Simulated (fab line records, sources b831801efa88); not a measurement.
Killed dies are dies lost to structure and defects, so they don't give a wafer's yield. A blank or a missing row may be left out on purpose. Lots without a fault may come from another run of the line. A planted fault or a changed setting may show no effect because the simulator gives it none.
Chamber matching | flow sfq_line | SFQ_TRILAYER_I4_CMP_CMP_100 on cmp-02: 4 sister chambers
The step polishes SiO2. 8 wafers are shown with their chamber, then 7 later ones without.

WAFERS WITH THEIR CHAMBER
wafer  | chamber | motor_current_A (A) | time_to_endpoint_s (s)
L610.1 | 0       | 10.0                | 214
L610.3 | 1       | 9.0                 | 206
L611.1 | 0       | 9.5                 | 205
L611.5 | 3       | 10.8                | 202
L612.5 | 3       | 10.9                | 208
L612.6 | 2       | 9.4                 | 234
L614.1 | 1       | 9.5                 | 213
L614.2 | 2       | 9.9                 | 208

WAFERS WITHOUT THEIR CHAMBER
wafer  | motor_current_A (A) | time_to_endpoint_s (s)
L614.6 | 9.4                 | 219
L617.3 | 10.9                | 209
L617.2 | 9.6                 | 218
L617.6 | 11.1                | 214
L619.1 | 9.6                 | 211
L619.3 | 9.1                 | 207
L619.4 | 11.0                | 201

WHICH CHAMBER EACH WENT THROUGH
wafer  | from the rows above          | in truth
L614.6 | can't be placed: 2 or 1 or 0 | 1
L617.3 | 3                            | 3
L617.2 | can't be placed: 2 or 0 or 1 | 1
L617.6 | 3                            | 3
L619.1 | can't be placed: 0 or 2 or 1 | 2
L619.3 | can't be placed: 1 or 0 or 2 | 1
L619.4 | 3                            | 3
Placed correctly: 3 of 7. Can't be placed from these rows: 4 (the true chamber is among the candidates in 4). Placed wrongly: 0.
How it was worked out, from the rows above alone: a wafer's distance from a chamber is the root of the sum, over the readings, of the square of ((its reading less the chamber's mean) divided by the reading's scatter). The wafer belongs to the nearest chamber; if the next one is less than 2 further off, it can't be placed. A chamber's mean is the mean of its shown wafers. The scatter: the root of (the sum of the squares of (reading less its chamber's mean) over the shown wafers, divided by (wafers less chambers)).
